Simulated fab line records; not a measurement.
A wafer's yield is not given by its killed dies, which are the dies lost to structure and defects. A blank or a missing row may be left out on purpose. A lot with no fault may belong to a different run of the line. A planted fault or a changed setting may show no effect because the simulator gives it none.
Matching of chambers | flow gf180mcu | 4 sister chambers for GF_V1_CMP_26 on cmp-01
The step polishes, stops on SiO2, t overpolish 15 s, target thk 0 nm. 8 wafers are shown with their chamber, then 12 later ones without.

## WAFERS PAIRED WITH THEIR CHAMBERS
wafer  | chamber | motorCurrentA (A) | timeToEndpointS (s)
L086.3 | 2       | 11.1              | 93
L086.6 | 1       | 12.1              | 86
L088.1 | 3       | 9.4               | 76
L088.3 | 1       | 11.8              | 80
L088.6 | 0       | 9.2               | 80
L090.1 | 2       | 11.2              | 92
L090.2 | 3       | 9.0               | 82
L090.3 | 0       | 9.1               | 84

## WAFERS WITH NO CHAMBER GIVEN
wafer  | motorCurrentA (A) | timeToEndpointS (s)
L092.3 | 9.1               | 79
L092.4 | 11.5              | 86
L092.6 | 12.4              | 78
L093.2 | 11.1              | 92
L093.3 | 12.0              | 83
L093.4 | 8.9               | 75
L095.1 | 12.3              | 81
L095.3 | 11.5              | 92
L095.5 | 11.6              | 83
L097.3 | 11.7              | 91
L097.4 | 11.5              | 86
L097.5 | 11.6              | 85

## CHAMBER TAKEN BY EACH
wafer  | from the rows above     | in truth
L092.3 | can't be placed: 3 or 0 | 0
L092.4 | can't be placed: 1 or 2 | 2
L092.6 | 1                       | 1
L093.2 | 2                       | 2
L093.3 | 1                       | 1
L093.4 | can't be placed: 3 or 0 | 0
L095.1 | 1                       | 1
L095.3 | can't be placed: 2 or 1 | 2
L095.5 | can't be placed: 1 or 2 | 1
L097.3 | can't be placed: 1 or 2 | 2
L097.4 | can't be placed: 1 or 2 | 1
L097.5 | can't be placed: 1 or 2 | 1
4 of 12 placed correctly. Not placeable from these rows: 8 (in 8, the candidates include the true chamber). Wrongly placed: 0.
How it was worked out, from the rows above alone: a wafer's distance from a chamber is the root of the sum, over the readings, of the square of ((its reading less the chamber's mean) divided by the reading's scatter). The wafer belongs to the nearest chamber; if the next one is less than 2 further off, it can't be placed. The mean given for a chamber averages the wafers shown for that chamber. The scatter: take each reading less its chamber's mean, square it, sum over the shown wafers, divide by the number of wafers less the number of chambers, and take the root.
